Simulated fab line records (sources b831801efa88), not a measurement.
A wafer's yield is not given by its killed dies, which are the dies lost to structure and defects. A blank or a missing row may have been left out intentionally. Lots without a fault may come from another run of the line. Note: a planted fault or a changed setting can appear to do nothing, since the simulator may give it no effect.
fab line records ; flow sky130
record: lots: 7; wafers: 21; lastDay: 50
route steps=708 shown LOCAL_INTERCONNECT@396 CONTACT@406 PAD_OPEN@708
lots untouched by any fault: they come from a run of this same line in which no faults occurred
startH: hours from the record's opening day to when the first of the lot's shown wafers began ; waitH: time in hours since the lot's previous step ; " as in the row above ; L1.1+2: several wafers, shown together as one row ; - no value, or no start given ; * or withheld: withheld ; < > ~ a bound
route shown NAME@n: names a module that has steps shown in the file, with the first one's number in the route ; usual: the fault-free wafers' mean and standard deviation ; same: alike in all rows ; chamber/n: place in a boat ; sites: per-site readings ; _std_site: their standard deviation ; _edge_site: mean of outer sites minus mean of inner sites ; radiusMm: for every site, how far away it sits from the centre of the wafer ; mask NAME#n: copy n ; behind: the tool/chamber that last shaped the wafer ; hold: why the lot went on hold/how many hours it stayed there/how the hold came to an end ; device: transistor that didn't switch, given as n, p or np ; end of line: the tests these same wafers got at the end of their route ; a step with no rows: only its recipe ; killed: dies that structure and defects cost at the first sort, which is not the same as the wafer's yield ; map: dies across one wafer; x = killed, . = not, _ = none there
set.NAME: setting as actually run; set.NAME@STEP: the setting as run at that earlier step ; model.NAME: the simulator's own value behind a step, which no gauge read
a table for each step, a row for each wafer; lots at some steps of the route
services: from which hour (startH, from the record's first day; less than 0 if before it) a tool's chamber was out of use, for how many hours, and why
== steps ==
step: SKY_LOCAL_INTERCONNECT_PEB_09
recipe: pebTempC: withheld; pebTimeS: withheld; resist: KrF-thick
step: SKY_LOCAL_INTERCONNECT_DEVELOP_10
recipe: developTimeS: 60; resist: KrF-thick; devTempC: 21
step: SKY_LOCAL_INTERCONNECT_CD_MEAS_11
recipe: targetCdNm: 170
usual: cdNm: 169.5/1.6
lot.wafer;tool;chamber;startH;waitH;cdNm
L431.2;cdSem-02;-;739.50;-;170.5
L431.4;cdSem-02;-;739.50;-;170.2
L431.5;cdSem-02;-;739.50;-;169.3
L434.1;cdSem-01;-;763.57;-;169.4
L434.2;cdSem-01;-;763.57;-;168.7
L434.5;cdSem-01;-;763.57;-;170.5
L435.3;cdSem-02;-;769.41;-;168.5
L435.5;cdSem-02;-;769.41;-;166.4
L435.6;cdSem-02;-;769.41;-;165.1
L437.3;cdSem-01;-;785.67;-;170.5
L437.4;cdSem-01;-;785.67;-;171.2
L437.5;cdSem-01;-;785.67;-;171.7
L446.2;cdSem-02;-;854.53;-;168.3
L446.5;cdSem-02;-;854.53;-;167.7
L446.6;cdSem-02;-;854.53;-;168.6
L448.1;cdSem-01;-;865.32;-;168.1
L448.3;cdSem-01;-;865.32;-;168.4
L448.5;cdSem-01;-;865.32;-;168.7
L450.2;cdSem-02;-;880.25;-;172.4
L450.3;cdSem-02;-;880.25;-;174.1
L450.6;cdSem-02;-;880.25;-;173.5
step: SKY_LOCAL_INTERCONNECT_OVL_MEAS_12
usual: LOCAL_INTERCONNECT_OVL: -5/5.9
lot.wafer;tool;chamber;startH;waitH;LOCAL_INTERCONNECT_OVL[nm]
L431.2;overlay-02;-;739.60;0.1;-6
L431.4;overlay-02;-;739.60;0.1;-9
L431.5;overlay-02;-;739.60;0.1;-5
L434.1;overlay-01;-;763.69;0.1;-1
L434.2;overlay-01;-;763.69;0.1;-6
L434.5;overlay-01;-;763.69;0.1;-5
L435.3;overlay-02;-;769.50;0.1;-23
L435.5;overlay-02;-;769.50;0.1;-14
L435.6;overlay-02;-;769.50;0.1;-14
L437.3;overlay-01;-;785.76;0.1;-7
L437.4;overlay-01;-;785.76;0.1;-15
L437.5;overlay-01;-;785.76;0.1;-10
L446.2;overlay-02;-;854.64;0.1;3
L446.5;overlay-02;-;854.64;0.1;-10
L446.6;overlay-02;-;854.64;0.1;-3
L448.1;overlay-01;-;865.44;0.1;-16
L448.3;overlay-01;-;865.44;0.1;-8
L448.5;overlay-01;-;865.44;0.1;-6
L450.2;overlay-02;-;880.35;0.1;-8
L450.3;overlay-02;-;880.35;0.1;-7
L450.6;overlay-02;-;880.35;0.1;-12
step: SKY_LOCAL_INTERCONNECT_ETCH_13
recipe: chemistry: N2/H2; target: BARC; ionEnergyEv: 200; biasW: 100; pressureMtorr: 30; n2FlowSccm: 100; h2FlowSccm: 200; icpW: 500; stopOn: SiO2; timeS: 45.9; targetDepthA: 600
usual: drypumpMotorCurrentA: 5.7/0.41; oesProductAu: 0.855/0.0047; throttleValvePct: 13.226/0.0084
lot.wafer;tool;chamber;startH;waitH;drypumpMotorCurrentA;oesProductAu;rfHoursCounterH;throttleValvePct
L431.2;rieMetal-03;0;739.63;0.0;6.2;0.854;4;13.230
L431.4;rieMetal-03;0;739.63;0.0;6.2;0.853;-;13.225
L431.5;rieMetal-03;0;739.63;0.0;6.3;0.842;-;13.216
L434.1;rieMetal-03;1;763.73;0.0;5.5;0.858;11;13.216
L434.2;rieMetal-03;0;763.73;0.0;6.3;0.855;4;13.229
L434.5;rieMetal-03;0;763.73;0.0;6.2;0.857;-;13.238
L435.3;rieMetal-02;1;769.55;0.0;5.7;0.854;-;13.228
L435.5;rieMetal-02;1;769.55;0.0;5.8;0.851;-;13.227
L435.6;rieMetal-02;0;769.55;0.0;5.0;0.859;-;13.217
L437.3;rieMetal-01;1;785.80;0.0;5.4;0.856;-;13.217
L437.4;rieMetal-01;0;785.80;0.0;5.4;0.849;-;13.221
L437.5;rieMetal-01;0;785.80;0.0;5.4;0.857;-;13.213
L446.2;rieMetal-02;1;854.67;0.0;5.8;0.843;15;13.211
L446.5;rieMetal-02;0;854.67;0.0;5.0;0.858;-;13.231
L446.6;rieMetal-02;1;854.67;0.0;5.8;0.848;-;13.228
L448.1;rieMetal-03;1;865.48;0.0;5.5;0.861;15;13.232
L448.3;rieMetal-03;0;865.48;0.0;6.2;0.862;-;13.219
L448.5;rieMetal-03;1;865.48;0.0;5.5;0.860;-;13.216
L450.2;rieMetal-02;1;880.38;0.0;5.8;0.857;16;13.233
L450.3;rieMetal-02;1;880.38;0.0;5.8;0.856;-;13.214
L450.6;rieMetal-02;1;880.38;0.0;5.8;0.853;-;13.221
step: SKY_LOCAL_INTERCONNECT_METAL_ETCH_14
recipe: targetDepthNm: 110; stopOn: PSG; chemistry: Cl2/BCl3; target: TiN; resistSidewallDeg: 88; pressureMtorr: 10; icpW: 900; biasW: 48.5; Cl2_flow_sccm: 60; bcl3FlowSccm: 30; timeS: 31.4
usual: drypumpMotorCurrentA: 5.6/0.41; oesProductAu: 0.942/0.0082; throttleValvePct: 21.900/0.01
lot.wafer;tool;chamber;startH;waitH;drypumpMotorCurrentA;oesProductAu;rfHoursCounterH;throttleValvePct
L431.2;rieMetal-03;0;739.70;0.0;6.2;0.945;4;21.887
L431.4;rieMetal-03;0;739.70;0.0;6.2;0.943;-;21.894
L431.5;rieMetal-03;0;739.70;0.0;6.2;0.939;-;21.911
L434.1;rieMetal-03;1;763.79;0.0;5.5;0.938;11;21.914
L434.2;rieMetal-03;0;763.79;0.0;6.2;0.945;4;21.893
L434.5;rieMetal-03;0;763.79;0.0;6.2;0.938;-;21.913
L435.3;rieMetal-02;1;769.61;0.0;5.8;0.952;-;21.896
L435.5;rieMetal-02;1;769.61;0.0;5.8;0.950;-;21.907
L435.6;rieMetal-02;0;769.61;0.0;5.0;0.956;-;21.895
L437.3;rieMetal-01;1;785.86;0.0;5.4;0.941;-;21.910
L437.4;rieMetal-01;0;785.86;0.0;5.4;0.954;-;21.899
L437.5;rieMetal-01;0;785.86;0.0;5.4;0.930;-;21.898
L446.2;rieMetal-02;1;854.73;0.0;5.8;0.940;15;21.894
L446.5;rieMetal-02;0;854.73;0.0;5.0;0.952;-;21.908
L446.6;rieMetal-02;1;854.73;0.0;5.8;0.945;-;21.911
L448.1;rieMetal-03;1;865.54;0.0;5.5;0.944;15;21.886
L448.3;rieMetal-03;0;865.54;0.0;6.3;0.944;-;21.901
L448.5;rieMetal-03;1;865.54;0.0;5.5;0.940;-;21.896
L450.2;rieMetal-02;1;880.45;0.0;5.8;0.944;16;21.887
L450.3;rieMetal-02;1;880.45;0.0;5.8;0.952;-;21.897
L450.6;rieMetal-02;1;880.45;0.0;5.8;0.934;-;21.912
step: SKY_LOCAL_INTERCONNECT_STRIP_15
recipe: chemistry: O2/N2; powerW: 1400; pressureMtorr: 1500; platenTempC: withheld; o2FlowSccm: 3000; n2FlowSccm: 300; overashFraction: 0.5
usual: drypumpMotorCurrentA: 5.9/0.31; oesProductAu: 0.426/0.0041; stripTimeToEndpointS: 4.690/0.019
lot.wafer;tool;chamber;startH;waitH;drypumpMotorCurrentA;oesProductAu;rfHoursCounterH;stripTimeToEndpointS
L431.2;plasmaAsher-01;0;739.75;0.0;6.1;0.426;63;4.689
L431.4;plasmaAsher-01;0;739.75;0.0;6.1;0.423;-;4.694
L431.5;plasmaAsher-01;1;739.75;0.0;5.4;0.425;-;4.710
L434.1;plasmaAsher-03;1;763.84;0.0;5.8;0.427;87;4.669
L434.2;plasmaAsher-03;0;763.84;0.0;6.3;0.429;87;4.675
L434.5;plasmaAsher-03;1;763.84;0.0;5.8;0.422;-;4.676
L435.3;plasmaAsher-02;1;769.67;0.1;6.0;0.429;-;4.702
L435.5;plasmaAsher-02;0;769.67;0.1;6.0;0.429;-;4.697
L435.6;plasmaAsher-02;1;769.67;0.1;6.0;0.430;-;4.689
L437.3;plasmaAsher-01;1;785.93;0.1;5.5;0.423;-;4.711
L437.4;plasmaAsher-01;0;785.93;0.1;6.1;0.424;-;4.697
L437.5;plasmaAsher-01;0;785.93;0.1;6.1;0.432;-;4.704
L446.2;plasmaAsher-03;1;854.78;0.0;5.8;0.423;94;4.694
L446.5;plasmaAsher-03;1;854.78;0.0;5.8;0.425;-;4.681
L446.6;plasmaAsher-03;0;854.78;0.0;6.3;0.430;-;4.686
L448.1;plasmaAsher-03;0;865.64;0.1;6.3;0.426;96;4.687
L448.3;plasmaAsher-03;0;865.64;0.1;6.3;0.427;-;4.710
L448.5;plasmaAsher-03;0;865.64;0.1;6.3;0.423;-;4.707
L450.2;plasmaAsher-03;1;880.50;0.0;5.8;0.426;98;4.693
L450.3;plasmaAsher-03;0;880.50;0.0;6.3;0.433;-;4.701
L450.6;plasmaAsher-03;1;880.50;0.0;5.8;0.424;-;4.677
step: SKY_LOCAL_INTERCONNECT_STRIP_16
recipe: chemistry: postEtchResidueRemover; timeS: 1200; tempC: 72.5
step: SKY_LOCAL_INTERCONNECT_CLEAN_17
recipe: chemistry: IPA; timeS: 180; tempC: 25
step: SKY_LOCAL_INTERCONNECT_CLEAN_18
recipe: chemistry: O3/DIW; dry: n2Spin
step: SKY_CONTACT_CVD_00
recipe: material: Si3N4; targetThkNm: 75; tempC: 400; timeS: withheld; rfW: 450
usual: heaterPowerW: 731/100
lot.wafer;tool;chamber;startH;waitH;heaterPowerW
L431.2;pecvd-03;1;740.34;0.0;649
L431.4;pecvd-03;2;740.34;0.0;803
L431.5;pecvd-03;1;740.34;0.0;658
L434.1;pecvd-03;2;764.46;0.0;866
L434.2;pecvd-03;1;764.46;0.0;747
L434.5;pecvd-03;1;764.46;0.0;735
L435.3;pecvd-01;0;770.24;0.0;636
L435.5;pecvd-01;2;770.24;0.0;755
L435.6;pecvd-01;0;770.24;0.0;494
L437.3;pecvd-01;0;786.49;0.0;546
L437.4;pecvd-01;0;786.49;0.0;574
L437.5;pecvd-01;1;786.49;0.0;687
L446.2;pecvd-03;1;855.39;0.0;708
L446.5;pecvd-03;1;855.39;0.0;710
L446.6;pecvd-03;2;855.39;0.0;883
L448.1;pecvd-01;2;866.28;0.0;761
L448.3;pecvd-01;1;866.28;0.0;681
L448.5;pecvd-01;2;866.28;0.0;769
L450.2;pecvd-02;2;881.10;0.0;808
L450.3;pecvd-02;1;881.10;0.0;753
L450.6;pecvd-02;0;881.10;0.0;866
step: SKY_CONTACT_THK_MEAS_01
recipe: reads: Si3N4_of_CONTACT_CVD_00
usual: CONTACT_CVD_00_THK: 74.9/0.9
lot.wafer;tool;chamber;startH;waitH;CONTACT_CVD_00_THK[nm]
L431.2;filmMetro-01;-;740.40;-;73.8
L431.4;filmMetro-01;-;740.40;-;75.2
L431.5;filmMetro-01;-;740.40;-;75.7
L434.1;filmMetro-02;-;764.51;-;73.8
L434.2;filmMetro-02;-;764.51;-;74.2
L434.5;filmMetro-02;-;764.51;-;73.8
L435.3;filmMetro-02;-;770.29;-;76.1
L435.5;filmMetro-02;-;770.29;-;75.5
L435.6;filmMetro-02;-;770.29;-;77.0
L437.3;filmMetro-01;-;786.54;-;74.4
L437.4;filmMetro-01;-;786.54;-;76.2
L437.5;filmMetro-01;-;786.54;-;74.4
L446.2;filmMetro-01;-;855.44;-;75.3
L446.5;filmMetro-01;-;855.44;-;75.1
L446.6;filmMetro-01;-;855.44;-;76.1
L448.1;filmMetro-04;-;866.31;-;73.8
L448.3;filmMetro-04;-;866.31;-;74.5
L448.5;filmMetro-04;-;866.31;-;74.8
L450.2;filmMetro-02;-;881.14;-;73.8
L450.3;filmMetro-02;-;881.14;-;73.3
L450.6;filmMetro-02;-;881.14;-;74.8
step: SKY_CONTACT_HDPCVD_02
recipe: material: SiO2; targetThkNm: 565; sigmaOpenFrac: 0.3; timeS: 94.2; tempC: 600; sih4FlowSccm: 60; pressureMtorr: 6
usual: runLengthS: 121.8/0.47
lot.wafer;tool;chamber;startH;waitH;runLengthS;model.SiO2_of_CONTACT_HDPCVD_02.thkNm
L431.2;hdpcvd-02;0;740.45;0.0;121.5;569.6
L431.4;hdpcvd-02;2;740.45;0.0;121.4;560.2
L431.5;hdpcvd-02;0;740.45;0.0;121.4;558.3
L434.1;hdpcvd-01;2;764.57;0.1;129.3;602.9
L434.2;hdpcvd-01;0;764.57;0.1;128.1;609.5
L434.5;hdpcvd-01;0;764.57;0.1;128.0;605.6
L435.3;hdpcvd-01;1;770.33;0.0;129.0;604.6
L435.5;hdpcvd-01;0;770.33;0.0;128.5;606.2
L435.6;hdpcvd-01;2;770.33;0.0;129.3;599.5
L437.3;hdpcvd-01;2;786.58;0.0;129.6;606.5
L437.4;hdpcvd-01;0;786.58;0.0;128.2;616.7
L437.5;hdpcvd-01;2;786.58;0.0;129.4;607.2
L446.2;hdpcvd-02;1;855.49;0.0;122.3;553.9
L446.5;hdpcvd-02;2;855.49;0.0;122.0;556.3
L446.6;hdpcvd-02;1;855.49;0.0;121.9;558.3
L448.1;hdpcvd-01;2;866.37;0.1;122.3;551.7
L448.3;hdpcvd-01;1;866.37;0.1;121.6;560.8
L448.5;hdpcvd-01;2;866.37;0.1;122.7;549.9
L450.2;hdpcvd-01;2;881.19;0.0;122.3;559.6
L450.3;hdpcvd-01;0;881.19;0.0;120.8;570.1
L450.6;hdpcvd-01;2;881.19;0.0;122.5;564.1
step: SKY_CONTACT_THK_MEAS_03
recipe: reads: SiO2_of_CONTACT_HDPCVD_02
usual: CONTACT_HDPCVD_THK: 562/6.4
lot.wafer;tool;chamber;startH;waitH;CONTACT_HDPCVD_THK[nm]
L431.2;filmMetro-04;-;740.53;0.0;570
L431.4;filmMetro-04;-;740.53;0.0;560
L431.5;filmMetro-04;-;740.53;0.0;558
L434.1;filmMetro-01;-;764.64;0.0;603
L434.2;filmMetro-01;-;764.64;0.0;610
L434.5;filmMetro-01;-;764.64;0.0;605
L435.3;filmMetro-02;-;770.42;0.1;605
L435.5;filmMetro-02;-;770.42;0.1;606
L435.6;filmMetro-02;-;770.42;0.1;600
L437.3;filmMetro-04;-;786.67;0.1;606
L437.4;filmMetro-04;-;786.67;0.1;617
L437.5;filmMetro-04;-;786.67;0.1;608
L446.2;filmMetro-02;-;855.57;0.0;554
L446.5;filmMetro-02;-;855.57;0.0;557
L446.6;filmMetro-02;-;855.57;0.0;558
L448.1;filmMetro-02;-;866.44;0.0;552
L448.3;filmMetro-02;-;866.44;0.0;561
L448.5;filmMetro-02;-;866.44;0.0;550
L450.2;filmMetro-01;-;881.27;0.0;560
L450.3;filmMetro-01;-;881.27;0.0;570
L450.6;filmMetro-01;-;881.27;0.0;564
step: SKY_CONTACT_CMP_04
recipe: material: SiO2; downForcePsi: 4; platenRpm: 60; padVelocityMS: 0.94248
usual: motorCurrentA: 12.0/0.56; platenRpm: 59.99/0.037; timeToEndpointS: 79/4.4
lot.wafer;tool;chamber;startH;waitH;motorCurrentA;platenRpm;timeToEndpointS
L431.2;cmp-02;0;740.63;0.1;11.6;59.90;95
L431.4;cmp-02;1;740.63;0.1;11.4;59.97;88
L431.5;cmp-02;3;740.63;0.1;12.1;60.01;86
L434.1;cmp-02;3;764.75;0.1;12.2;59.93;93
L434.2;cmp-02;1;764.75;0.1;11.1;59.97;97
L434.5;cmp-02;2;764.75;0.1;11.7;60.01;96
L435.3;cmp-01;2;770.61;0.2;11.3;59.95;95
L435.5;cmp-01;3;770.61;0.2;12.6;60.00;94
L435.6;cmp-01;0;770.61;0.2;12.4;60.03;91
L437.4;cmp-01;0;786.76;0.1;11.9;59.94;97
L437.3;cmp-01;2;786.76;0.1;11.8;60.01;98
L437.5;cmp-01;0;786.76;0.1;12.3;59.98;91
L446.2;cmp-02;1;855.72;0.1;11.7;59.95;81
L446.6;cmp-02;3;855.72;0.1;11.9;59.96;77
L446.5;cmp-02;0;855.72;0.1;11.5;60.01;78
L448.3;cmp-01;0;866.63;0.2;12.6;59.97;81
L448.1;cmp-01;1;866.63;0.2;12.1;60.00;75
L448.5;cmp-01;0;866.63;0.2;12.3;60.04;78
L450.2;cmp-01;2;881.66;0.4;11.2;59.94;85
L450.3;cmp-01;0;881.66;0.4;12.2;60.00;85
L450.6;cmp-01;1;881.66;0.4;13.0;59.99;79
step: SKY_CONTACT_BOW_MEAS_05
recipe: mode: bow
usual: CONTACT_BOW: 82/7.3
lot.wafer;tool;chamber;startH;waitH;CONTACT_BOW[um]
L431.2;filmMetro-01;-;740.90;0.2;76
L431.4;filmMetro-01;-;740.90;0.2;78
L431.5;filmMetro-01;-;740.90;0.2;74
L434.1;filmMetro-02;-;765.00;0.2;76
L434.2;filmMetro-02;-;765.00;0.2;85
L434.5;filmMetro-02;-;765.00;0.2;76
L435.3;filmMetro-02;-;770.80;0.1;95
L435.5;filmMetro-02;-;770.80;0.1;94
L435.6;filmMetro-02;-;770.80;0.1;100
L437.3;filmMetro-01;-;787.05;0.1;79
L437.4;filmMetro-01;-;787.05;0.1;80
L437.5;filmMetro-01;-;787.05;0.1;77
L446.2;filmMetro-02;-;855.94;0.2;74
L446.5;filmMetro-02;-;855.94;0.2;72
L446.6;filmMetro-02;-;855.94;0.2;78
L448.1;filmMetro-02;-;866.88;0.1;76
L448.3;filmMetro-02;-;866.88;0.1;94
L448.5;filmMetro-02;-;866.88;0.1;95
L450.2;filmMetro-02;-;881.93;0.2;85
L450.3;filmMetro-02;-;881.93;0.2;71
L450.6;filmMetro-02;-;881.93;0.2;75
step: SKY_PAD_OPEN_PROBE_99
usual: killed_at_M0_to_M3: 43/6.6; killed_at_M4_up: 3.4/1.8; killedAtContacts: 24/4.9; killedAtFrontEnd: 15/4.1; killedAtOther: 0.3/0.55; killedDies: 85/8.8; killedOpen: 46/6.1; killedShort: 39/5.7
same: grossDies: 492; killedAtBackSide: 0
lot.wafer;tool;chamber;startH;waitH;killed_at_M0_to_M3;killed_at_M4_up;killedAtContacts;killedAtFrontEnd;killedAtOther;killedDies;killedOpen;killedShort
L431.2;prober-02;-;1102.06;0.1;42;5;28;16;0;91;52;39
L431.4;prober-02;-;1102.16;0.2;44;1;23;12;0;80;49;31
L431.5;prober-02;-;1102.21;0.2;46;3;19;16;1;85;46;39
L434.1;prober-01;-;1121.72;0.1;46;4;27;13;1;91;49;39
L434.2;prober-01;-;1121.77;0.1;47;2;30;13;0;92;45;45
L434.5;prober-01;-;1121.92;0.2;48;1;27;8;0;84;41;43
L435.3;prober-02;-;1124.96;0.2;40;3;17;15;0;75;36;39
L435.5;prober-02;-;1125.06;0.2;43;5;23;11;0;82;52;30
L435.6;prober-02;-;1125.11;0.2;43;5;20;13;2;83;46;37
L437.3;prober-02;-;1139.37;0.2;40;4;28;13;1;86;48;38
L437.4;prober-02;-;1139.42;0.2;46;4;23;18;0;91;50;41
L437.5;prober-02;-;1139.47;0.2;49;3;35;12;0;99;52;47
L446.2;prober-01;-;1183.56;0.1;56;5;19;19;0;99;48;50
L446.5;prober-01;-;1183.71;0.2;47;1;26;13;0;87;51;36
L446.6;prober-01;-;1183.76;0.2;52;6;23;12;0;93;46;47
L448.1;prober-01;-;1188.28;0.1;48;3;18;13;1;83;43;40
L448.3;prober-01;-;1188.38;0.2;49;3;12;20;2;86;47;39
L448.5;prober-01;-;1188.48;0.2;44;4;15;17;1;81;44;37
L450.2;prober-01;-;1199.71;0.1;37;3;26;24;0;90;47;43
L450.3;prober-01;-;1199.76;0.2;39;3;28;16;1;87;46;41
L450.6;prober-01;-;1199.91;0.2;39;1;32;10;0;82;38;44
killed by level:class
L431.2 VIA1:geometricParticle:open=12 LI_CONTACT:geometricParticle:open=9 CONTACT:geometricParticle:open=8 VIA1:geometricParticle:short=6 CONTACT:geometricParticle:short=6 VIA2:geometricParticle:open=6 FIELD_ISO:geometricParticle:short=5 POLY_GATE:geometricParticle:open=4
L431.4 LI_CONTACT:geometricParticle:open=10 CONTACT:geometricParticle:open=8 VIA1:geometricParticle:open=8 VIA2:geometricParticle:open=7 METAL1:geometricParticle:short=5 METAL2:geometricParticle:short=5 VIA1:geometricParticle:short=5 FIELD_ISO:geometricParticle:open=3
L431.5 VIA2:geometricParticle:open=12 VIA1:geometricParticle:open=10 METAL2:geometricParticle:short=7 CONTACT:geometricParticle:open=6 POLY_GATE:geometricParticle:open=4 VIA2:geometricParticle:short=4 LI_CONTACT:geometricParticle:open=4 LOCAL_INTERCONNECT:geometricParticle:short=4
L434.1 CONTACT:geometricParticle:open=9 LI_CONTACT:geometricParticle:open=8 VIA1:geometricParticle:open=8 VIA1:geometricParticle:short=7 VIA2:geometricParticle:open=7 LOCAL_INTERCONNECT:geometricParticle:short=6 METAL1:geometricParticle:short=6 METAL2:geometricParticle:open=4
L434.2 VIA1:geometricParticle:open=14 LI_CONTACT:geometricParticle:open=8 CONTACT:geometricParticle:short=8 CONTACT:geometricParticle:open=8 VIA2:geometricParticle:open=7 METAL1:geometricParticle:short=5 VIA1:geometricParticle:short=5 VIA3:geometricParticle:open=5
L434.5 CONTACT:geometricParticle:open=12 METAL2:geometricParticle:short=7 VIA1:geometricParticle:open=7 VIA1:geometricParticle:short=6 LI_CONTACT:geometricParticle:open=6 VIA3:geometricParticle:open=6 METAL1:geometricParticle:short=6 LOCAL_INTERCONNECT:geometricParticle:short=5
L435.3 VIA3:geometricParticle:open=9 CONTACT:geometricParticle:open=7 LI_CONTACT:geometricParticle:open=6 METAL2:geometricParticle:short=6 FIELD_ISO:geometricParticle:short=5 VIA2:geometricParticle:open=5 VIA2:geometricParticle:short=5 POLY_GATE:geometricParticle:short=4
L435.5 VIA1:geometricParticle:open=14 VIA3:geometricParticle:open=10 LI_CONTACT:geometricParticle:open=9 LOCAL_INTERCONNECT:geometricParticle:short=6 METAL1:geometricParticle:short=4 VIA2:geometricParticle:open=4 METAL3:geometricParticle:short=4 FIELD_ISO:geometricParticle:open=3
L435.6 VIA1:geometricParticle:open=9 VIA2:geometricParticle:open=9 LI_CONTACT:geometricParticle:open=6 METAL2:geometricParticle:short=6 VIA3:geometricParticle:open=6 CONTACT:geometricParticle:short=5 LOCAL_INTERCONNECT:geometricParticle:short=4 VIA1:geometricParticle:short=4
L437.3 LI_CONTACT:geometricParticle:open=13 CONTACT:geometricParticle:open=7 VIA2:geometricParticle:open=7 VIA1:geometricParticle:short=7 VIA3:geometricParticle:open=6 LI_CONTACT:geometricParticle:short=5 POLY_GATE:geometricParticle:open=4 VIA1:geometricParticle:open=4
L437.4 LI_CONTACT:geometricParticle:open=11 VIA1:geometricParticle:open=11 VIA2:geometricParticle:open=7 VIA2:geometricParticle:short=6 FIELD_ISO:geometricParticle:short=5 FIELD_ISO:geometricParticle:open=5 CONTACT:geometricParticle:short=5 METAL2:geometricParticle:short=5
L437.5 CONTACT:geometricParticle:open=11 VIA1:geometricParticle:short=8 VIA2:geometricParticle:open=8 VIA3:geometricParticle:open=7 LI_CONTACT:geometricParticle:short=7 VIA1:geometricParticle:open=6 LI_CONTACT:geometricParticle:open=6 CONTACT:geometricParticle:short=5
L446.2 VIA1:geometricParticle:open=12 METAL1:geometricParticle:short=9 CONTACT:geometricParticle:open=8 VIA1:geometricParticle:short=8 VIA3:geometricParticle:open=7 POLY_GATE:geometricParticle:short=6 METAL2:geometricParticle:short=6 SPACER:geometricParticle:open=4
L446.5 VIA1:geometricParticle:open=10 VIA3:geometricParticle:open=9 CONTACT:geometricParticle:open=9 VIA2:geometricParticle:open=9 LI_CONTACT:geometricParticle:open=6 CONTACT:geometricParticle:short=6 FIELD_ISO:geometricParticle:short=3 POLY_GATE:geometricParticle:short=3
L446.6 VIA1:geometricParticle:open=11 VIA2:geometricParticle:open=9 METAL1:geometricParticle:short=8 CONTACT:geometricParticle:open=7 CONTACT:geometricParticle:short=7 METAL2:geometricParticle:short=6 VIA3:geometricParticle:open=6 VIA2:geometricParticle:short=5
L448.1 VIA1:geometricParticle:open=11 METAL2:geometricParticle:short=8 POLY_GATE:geometricParticle:open=7 VIA1:geometricParticle:short=6 CONTACT:geometricParticle:open=6 CONTACT:geometricParticle:short=5 VIA2:geometricParticle:open=5 VIA3:geometricParticle:open=5
L448.3 VIA3:geometricParticle:open=11 METAL2:geometricParticle:short=10 VIA2:geometricParticle:open=9 VIA1:geometricParticle:open=7 FIELD_ISO:geometricParticle:open=5 FIELD_ISO:geometricParticle:short=5 CONTACT:geometricParticle:open=5 METAL3:geometricParticle:short=4
L448.5 VIA1:geometricParticle:open=11 VIA2:geometricParticle:open=8 FIELD_ISO:geometricParticle:open=5 FIELD_ISO:geometricParticle:short=5 LI_CONTACT:geometricParticle:open=5 METAL1:geometricParticle:short=5 CONTACT:geometricParticle:short=5 VIA2:geometricParticle:short=5
L450.2 CONTACT:geometricParticle:open=9 VIA3:geometricParticle:open=7 VIA1:geometricParticle:open=7 FIELD_ISO:geometricParticle:short=6 POLY_GATE:geometricParticle:short=6 VIA2:geometricParticle:open=6 FIELD_ISO:geometricParticle:open=5 POLY_GATE:geometricParticle:open=5
L450.3 VIA2:geometricParticle:open=12 LI_CONTACT:geometricParticle:open=10 VIA1:geometricParticle:open=7 FIELD_ISO:geometricParticle:short=6 LOCAL_INTERCONNECT:geometricParticle:short=6 METAL1:geometricParticle:short=5 CONTACT:geometricParticle:open=5 VIA1:geometricParticle:short=5
L450.6 CONTACT:geometricParticle:open=8 VIA1:geometricParticle:open=7 LI_CONTACT:geometricParticle:short=6 LOCAL_INTERCONNECT:geometricParticle:short=6 CONTACT:geometricParticle:short=6 METAL1:geometricParticle:short=6 LI_CONTACT:geometricParticle:open=5 METAL2:geometricParticle:short=5
== services ==
tool;chamber;startH;hours;kind
cmp-01;-;719.27;1.9;repair
cmp-02;-;721.81;4.7;repair
cmp-01;-;729.17;0.2;repair
cmp-01;-;741.04;4.5;repair
cmp-02;-;744.00;4.0;pm
hdpcvd-01;2;744.97;4.2;repair
cmp-01;-;746.68;4.6;repair
pecvd-03;2;750.09;6.4;repair
cmp-02;-;750.09;2.5;repair
plasmaAsher-03;-;752.80;4.3;pm
cmp-02;-;767.74;3.1;repair
hdpcvd-02;2;777.05;7.3;repair
plasmaAsher-03;-;782.06;28.1;pm
pecvd-03;-;793.84;1.9;repair
pecvd-01;-;803.19;1.7;repair
cmp-02;-;811.79;1.1;repair
pecvd-01;-;847.25;0.3;repair
cmp-02;-;847.62;1.6;repair
hdpcvd-01;-;851.92;0.5;repair
hdpcvd-01;1;854.85;3.5;repair
cmp-01;-;859.46;7.1;pm
pecvd-03;-;862.23;14.6;pm
cmp-01;-;875.06;2.2;repair
pecvd-03;-;877.51;6.0;pm
== key ==
firstSign: step: SKY_CONTACT_HDPCVD_02; reading: runLengthS; direction: up; sigmas: 15; usual: *; struck: *
effect: step: SKY_CONTACT_THK_MEAS_03; reading: CONTACT_HDPCVD_THK; direction: up; sigmas: 6.9; usual: 562; struck: 607
effect: step: SKY_CONTACT_CMP_04; reading: timeToEndpointS; direction: up; sigmas: 3.5; usual: *; struck: *
modelEffect: step: SKY_CONTACT_HDPCVD_02; value: SiO2_of_CONTACT_HDPCVD_02.thkNm; without: 563.7; struck: 606.5
metAt SKY_CONTACT_HDPCVD_02
struckWafers L434.1,L434.2,L434.5,L435.3,L435.5,L435.6,L437.3,L437.4,L437.5
testerLeftOut L434,L435,L437
fault: kind: processParameterDrift; tool: hdpcvd-01; chamber: -; onsetH: 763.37; steps: SKY_CONTACT_HDPCVD_02; channel: timeS; offset: *; shape: step; endH: 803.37; actsIn: *; stated: *
testerLeftOut: of these lots the tester's yield and bins aren't shown, on N5 and GAA mostly nor the transistor test; their killed dies are dies lost to structure and defects alone, not to doping, threshold or leakage, so they don't give the yield
